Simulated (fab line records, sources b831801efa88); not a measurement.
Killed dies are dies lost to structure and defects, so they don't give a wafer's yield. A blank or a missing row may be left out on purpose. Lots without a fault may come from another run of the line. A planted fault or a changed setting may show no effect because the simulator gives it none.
Problem report in the 8D (eight disciplines) form, filled by code | flow sky130 | the parts of the form that need people (team, actions taken, sign-off) are left out

1. THE PROBLEM
beam_energy_keV at SKY_PWDE_IMPLANT_08 reads a mean of 157.06 on 6 wafers of 2 lots; wafers without a fault read 150.01 with a standard deviation of 0.049. That is +99 or more standard deviations from the usual mean.
First seen on wafer L549.1, day 8 00:20, on implanter-01. The record holds 39 wafers of 13 lots with a number at this step. Rule for "out", or "out of limits": more than 4 standard deviations from the usual mean. The other wafers with a number count as sound.

2. WHAT IT IS AND WHAT IT IS NOT
question                    | is                     | is not
which readings at this step | beam_energy_keV        | -
which lots                  | L549, L550             | L536, L537, L538, L539, L540, L541, L542, L544, L545, L548, L554
which wafers of those lots  | all that have a number | -
read on which tools         | implanter-01           | implanter-03, implanter-04
when                        | from day 8 00:20       | up to then (30 sound wafers); but 3 sound wafers of L554 came after

3. SUSPECTS, AND WHAT RULES EACH OUT
Counting: a tool at a process step up to the reading stays a suspect if it ran every lot that is out and no sound lot after the first of them.
- plasma_asher-03 at SKY_FIELD_ISO_STRIP_16 (strips in O2/N2): kept. It ran every lot that is out, first L549 (day 5 21:42), and no sound lot after that; its last sound lot up to then is L548 (day 5 15:24).
- implanter-01 at SKY_PWDE_IMPLANT_08: kept. It ran every lot that is out, first L549 (day 8 00:20), and no sound lot after that; its last sound lot up to then is L542 (day 6 03:50). Its own readings are out on those wafers: beam_energy_keV.
Left after counting: plasma_asher-03 at SKY_FIELD_ISO_STRIP_16, implanter-01 at SKY_PWDE_IMPLANT_08.

4. THE CAUSE (what the simulator had put in)
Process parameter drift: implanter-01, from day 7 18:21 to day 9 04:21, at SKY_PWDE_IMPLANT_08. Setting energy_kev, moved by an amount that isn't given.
Counting left 2 suspects, and this tool is among them.

5. THE CHAIN OF EFFECTS, in route order
Each row: a reading whose mean over the struck wafers that have a number lies more than 3 standard deviations from the usual. Only readings for which the record gives a usual standard deviation are gone through. hours: the time from each lot's start at the first step in this table that gives one to its start at this step, as a median over the lots. sigmas: the change in usual standard deviations.
hours | step                | reading         | usual  | on struck wafers | change | sigmas
0     | SKY_PWDE_IMPLANT_08 | beam_energy_keV | 150.01 | 157.06           | +7.06  | +99 or more
The process steps in it:
- SKY_PWDE_IMPLANT_08
Later measuring or inspecting steps at which every struck wafer that the step has a row for has a number for every such reading, and none has moved that far: SKY_VT_ADJUST_LVTN_OVL_MEAS_18.

6. WHAT WOULD HAVE CAUGHT IT SOONER
In this record the first reading out of limits was taken at day 8 00:20, 6 hours after the fault began at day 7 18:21.
